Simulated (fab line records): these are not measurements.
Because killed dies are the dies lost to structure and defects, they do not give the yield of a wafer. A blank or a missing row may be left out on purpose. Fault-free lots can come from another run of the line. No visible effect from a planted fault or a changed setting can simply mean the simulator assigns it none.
Struck lot and sound lot, side by side    flow sky130    15 steps out of a route of 708
Sound: wafers L207.1, L207.3, L207.4. Wafers struck: L193.1, L193.3, L193.5. The cause is named last.
Per side, at each step with rows, come the tool, then ch with its chambers, and then its first start. Under that, the readings that differ: sound wafers    struck wafers    difference of the means    sigmas: that difference in standard deviations of wafers without a fault.
alike: readings whose means differ by less than 2 such deviations, and words and numbers that are the same on both sides. not compared: withheld readings, readings that some wafer has no value for, bounds like >300 that may hide the same value, and numbers for which the record gives no deviation and whose values overlap.
A row with sigmas, a row that says differs or no value, or rows on one side alone: a step with any of these is where the two part. Non-overlapping numbers with no deviation appear without sigmas and do not part them. Lack of a reading on every wafer of one side parts them only where that side has two or more wafers.

first, 7 steps without rows for these wafers: SKY_METAL1_HMDS_08 (prime time 60 s); SKY_METAL1_COAT_09 (resist thk 60 nm); SKY_METAL1_COAT_10 (resist thk 450 nm); SKY_METAL1_SOFTBAKE_11 (time 90 s); SKY_METAL1_EXPOSE_12 (exposes mask MM1, target cd 140 nm); SKY_METAL1_PEB_13; SKY_METAL1_DEVELOP_14 (develop time 60 s).
SKY_METAL1_CD_MEAS_15 targets a cd of 140 nm.
  sound on cdSem-01, day 39 15:31; struck on cdSem-02, day 35 00:10
  alike: cdNm
SKY_METAL1_OVL_MEAS_16:
  sound on overlay-02, day 39 15:38; struck on overlay-02, day 35 00:17
  alike: METAL1_OVL
SKY_METAL1_DESCUM_17: chemistry O2, time 8 s.
  sound on rieMetal-01 ch 0,1, day 39 15:41; struck on rieMetal-03 ch 0,1, day 35 00:19
  alike: drypumpMotorCurrentA, oesProductAu
  not compared: rfHoursCounterH
SKY_METAL1_ETCH_18: etches BARC in N2/H2, stops on SiO2, time 45.9 s, target depth 60 nm.
  sound on rieMetal-01 ch 0,1, day 39 15:43; struck on rieMetal-03 ch 0,1, day 35 00:21
  alike: drypumpMotorCurrentA, oesProductAu, throttleValvePct
  not compared: rfHoursCounterH
SKY_METAL1_METAL_ETCH_19: etches the open film in Cl2/BCl3, stops on SiO2, target depth 360 nm, time 78 s.
  sound on rieMetal-01 ch 0,1, day 39 15:46; struck on rieMetal-03 ch 0,1, day 35 00:25
  alike: bcl3FlowSccm, drypumpMotorCurrentA, oesProductAu, throttleValvePct
  not compared: rfHoursCounterH
SKY_METAL1_STRIP_20: strips in O2/N2.
  sound on plasmaAsher-02 ch 0,1, day 39 15:52; struck on plasmaAsher-04 ch 0,1, day 35 00:30
  no value came back on the struck wafers for any of 5 readings (chamberPressureMTorr (mTorr), drypumpMotorCurrentA (A) and others); on the sound wafers chamberPressureMTorr (mTorr) reads 1498.5 1499.7 1499.6
reading                                       sound  struck             difference  sigmas
model.KrF-thick_of_METAL1_COAT_10.thkNm (nm)  0 0 0  159.4 159.7 158.6  +159.2      
  not compared: rfHoursCounterH
then, 1 step without rows for these wafers: SKY_METAL1_STRIP_21 (strips in post etch residue remover, time 1200 s).
-- the record jumps here: 12 days lie between the struck wafers' starts before and after (it left off in module METAL1 and takes up again in module PAD_OPEN, whose first step shown is number 708 of the route) --
SKY_PAD_OPEN_PROBE_99:
  sound on prober-02, day 50 16:26; struck on prober-01, day 47 11:00
reading                  sound           struck                                                             difference                    sigmas
hold                     - - -           awaitDispo/1.2h/scrap awaitDispo/1.2h/scrap awaitDispo/1.2h/scrap  no value on the sound wafers  
defectLimitedYield (%)   85.2 84.1 80.3  0 0.2 0.4                                                          -83                           -44
killed_at_M0_to_M3       36 32 51        453 457 440                                                        +410                          +62
killedDies               73 78 97        492 491 490                                                        +408                          +44
killedOnRim              17 18 24        96 96 95                                                           +76                           +20
sort_bin_5_function (%)  8.1 9.6 11.8    92.9 93.7 91.7                                                     +82.9                         +59
sortNPass                419 414 395     0 1 2                                                              -408                          -44
sortYieldPct (%)         85.2 84.1 80.3  0 0.2 0.4                                                          -83                           -44
  alike: killed_at_M4_up, killedAtContacts, killedAtFrontEnd, killedAtOther, killedOpen, killedShort, sort_bin_3_pad_short, sort_bin_6_memory

WHERE THEY PART
First at SKY_METAL1_STRIP_20; last, within this record, at SKY_PAD_OPEN_PROBE_99.

WHY: the cause the simulator had injected
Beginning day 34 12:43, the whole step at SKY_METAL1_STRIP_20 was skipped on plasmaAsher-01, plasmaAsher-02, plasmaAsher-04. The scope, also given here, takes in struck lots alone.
